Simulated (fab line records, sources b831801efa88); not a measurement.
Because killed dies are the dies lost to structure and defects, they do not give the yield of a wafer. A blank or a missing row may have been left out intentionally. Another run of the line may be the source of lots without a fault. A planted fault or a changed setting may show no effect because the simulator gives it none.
A single fault, viewed from 2 desks    flow sky130    each desk holds nothing but its own numbers, with what lay behind them at the end

FROM THE METROLOGY DESK
What the gauges read for every lot (on any tool): the sampled wafers with a number, averaged. Any lot whose mean is over 4 standard deviations away from the usual mean is out of limits and marked OUT; that distance is given in the brackets.
Columns: A = VIA2_OVL at SKY_VIA2_OVL_MEAS_13, usual 1 nm; B = VIA2_W_RS at SKY_VIA2_RS_MEAS_22, usual 0.273 ohm/sq
lot   first seen here  A   B
L351  day 36 13:30     -1  0.277
L352  day 36 18:34     -5  0.272
L355  day 37 11:52     2   0.272
L357  day 38 09:11     -3  0.272
L358  day 38 20:56     2   0.268
L359  day 38 21:31     10  0.271
L363  day 40 07:07     4   0.271
L365  day 40 22:10     -0  0.273
L370  day 42 12:39     1   0.275
L374  day 43 07:08     1   0.266
L372  day 43 07:24     -1  0.270
L373  day 43 11:02     1   0.277
This desk's finding: nothing out of limits on any of the 12 lots.

THE TOOL OWNER'S DESK: litho-track-01
The tool's own readings at SKY_VIA2_DEVELOP_11 (develop time 60 s): means of the sampled wafers that have a number, for each lot that ran on this tool. Any lot whose mean is over 4 standard deviations away from the usual mean is out of limits and marked OUT; that distance is given in the brackets.
Columns: A = developer-temp-C at SKY_VIA2_DEVELOP_11, usual 21.00 C
lot   first seen here  A
L352  day 36 18:00     21.05
L355  day 37 11:00     21.07
L363  day 40 06:00     21.53 (+5.3) OUT
L365  day 40 21:00     21.63 (+6.3) OUT
This desk finds L363, L365 out of limits, L363 being first, at day 40 06:00 (developer-temp-C at SKY_VIA2_DEVELOP_11). In limits: L352, L355.

BROUGHT TOGETHER
On L363, L365, at day 40 06:00, an alarm was possible from the tool owner's desk.
The metrology desk saw nothing out of limits.
The metrology desk has L363, L365 on record, within its limits.
All the named lots went through SKY_VIA2_DEVELOP_11 on litho-track-01.

WHAT THE SIMULATOR HAD INSERTED
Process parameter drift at SKY_VIA2_DEVELOP_11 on litho-track-01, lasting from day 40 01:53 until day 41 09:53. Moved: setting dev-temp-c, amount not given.
Lots struck among those shown: L363, L365.
Each desk's first reading out of limits, in hours after the fault started: the tool owner's desk, 4.
